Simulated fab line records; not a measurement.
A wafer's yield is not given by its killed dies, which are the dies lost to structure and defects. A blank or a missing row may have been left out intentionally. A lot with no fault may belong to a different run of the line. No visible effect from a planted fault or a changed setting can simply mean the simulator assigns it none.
Matching of chambers ; flow sfqLine ; SFQ_TRILAYER_I2_VIA_BARC_OPEN_VIA_ETCH_096 on rieDiel-04: 4 sister chambers
The step etches BARC in O2, target depth 125 nm, time 40.49 s. 18 wafers are shown with their chamber, then 9 later ones without.

== EACH WAFER AND ITS CHAMBER ==
wafer;chamber;drypumpMotorCurrentA (A);rfFwdPowerW (W);oesProductAu (a.u.)
L233.2;1;5.3;496.2;0.695
L233.3;2;6.2;497.7;0.698
L233.4;3;5.6;493.0;0.693
L235.1;1;5.3;495.1;0.700
L235.3;2;6.2;495.9;0.693
L235.4;0;6.0;492.1;0.690
L237.3;3;5.6;496.6;0.698
L237.4;1;5.3;496.7;0.697
L237.6;1;5.3;495.5;0.691
L238.1;0;6.0;491.9;0.695
L238.5;1;5.3;496.5;0.695
L238.6;2;6.2;498.1;0.703
L239.4;3;5.6;495.2;0.689
L239.5;2;6.2;497.5;0.695
L239.6;3;5.5;493.9;0.693
L240.1;3;5.5;492.9;0.693
L240.4;1;5.3;496.5;0.698
L240.6;3;5.6;494.0;0.700

SIGNATURES, as means of the wafers listed above
reading;chamber 0;chamber 1;chamber 2;chamber 3;scatter within a chamber
drypumpMotorCurrentA;6.000;5.300;6.200;5.567;0.0309
rfFwdPowerW;492.000;496.083;497.300;494.267;1.03
oesProductAu;0.69250;0.69600;0.69725;0.69433;0.00375
Rule: for each reading, subtract the chamber's mean from the wafer's reading, divide by that reading's scatter and square the result; add these up over the readings and take the root, which gives the wafer's distance from the chamber. If the next closest chamber is less than 2 further off than the closest, the wafer can't be placed; otherwise it belongs to the closest. The scatter: take each reading less its chamber's mean, square it, sum over the shown wafers, divide by the number of wafers less the number of chambers, and take the root.

== WAFERS MISSING THEIR CHAMBER ==
wafer;drypumpMotorCurrentA (A);rfFwdPowerW (W);oesProductAu (a.u.)
L242.1;5.3;495.3;0.694
L242.3;5.6;493.6;0.693
L242.4;6.2;496.7;0.696
L243.1;5.6;495.8;0.696
L243.4;5.3;496.4;0.685
L243.6;6.0;493.6;0.699
L245.4;6.2;495.0;0.697
L245.5;6.0;491.0;0.688
L245.6;5.3;498.1;0.692

== THE CHAMBER EACH PASSED THROUGH ==
wafer;from the rows above;in truth
L242.1;1;1
L242.3;3;3
L242.4;2;2
L243.1;3;3
L243.4;1;1
L243.6;0;0
L245.4;2;2
L245.5;0;0
L245.6;1;1
Correctly placed: 9 of 9. Number that these rows cannot place: 0. Wrongly placed: 0.
